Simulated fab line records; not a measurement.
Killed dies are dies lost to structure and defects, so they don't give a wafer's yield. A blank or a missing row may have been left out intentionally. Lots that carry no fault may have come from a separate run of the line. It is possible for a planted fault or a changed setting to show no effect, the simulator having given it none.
What tool caused it? -- flow gf180mcu -- Sampling: 6 lots, 18 wafers, 2 of 602 route steps

== WHAT THE GAUGES SHOWED, per wafer ==
GF_SAB_CD_MEAS_09: the cd target is 420 nm.
lot,measured,on,cdNm (nm)
L318,day 15 15:05,cdSem-02,422.5 422.5 420.1
L321,day 16 11:38,cdSem-02,416.8 419.1 416.9
L328,day 19 01:50,cdSem-02,418.1 420.6 419.0
L332,day 20 14:13,cdSem-02,421.4 421.1 419.0
L335,day 21 14:49,cdSem-02,418.9 417.8 417.5
L338,day 22 18:35,cdSem-01,420.1 421.8 421.4

== TOOL THAT RAN EACH LOT (tool first, then ch and the chambers of the sampled wafers, then the start) ==
lot,GF_POLY_GATE_ETCH_13
L318,"rieSi-02 ch 0,2,3, day 9 12:12"
L321,"rieSi-01 ch 1,2,3, day 10 07:23"
L328,"rieSi-02 ch 1,3, day 12 11:12"
L332,"rieSi-01 ch 0,2, day 13 15:40"
L335,"rieSi-01 ch 0,2,3, day 14 13:21"
L338,"rieSi-01 ch 0,2,3, day 15 15:37"
- GF_POLY_GATE_ETCH_13: etches poly-Si in HBr/Cl2, stops on SiO2, target depth 198.5 nm, time 69.6 s.

== THE ANSWER, worked out from the rows above alone ==
Rule: usual is defined by the lots themselves. The widest of any qualifying gaps counts: lots, ordered by their means at a reading, are off when they make up no more than a third of the lots, leave a main group of 4 or more, and stand apart from it by 3 or more times the standard deviation of that group's means. Not used: any main group whose means are identical at the precision the tables above print for the reading. Also off: a lot with no number at a reading for which 4 or more lots have one. The other lots that the step has rows for count as sound.
None of the lots is off at any reading shown; this tells nothing.

== WHAT THE SIMULATOR HAD PUT IN ==
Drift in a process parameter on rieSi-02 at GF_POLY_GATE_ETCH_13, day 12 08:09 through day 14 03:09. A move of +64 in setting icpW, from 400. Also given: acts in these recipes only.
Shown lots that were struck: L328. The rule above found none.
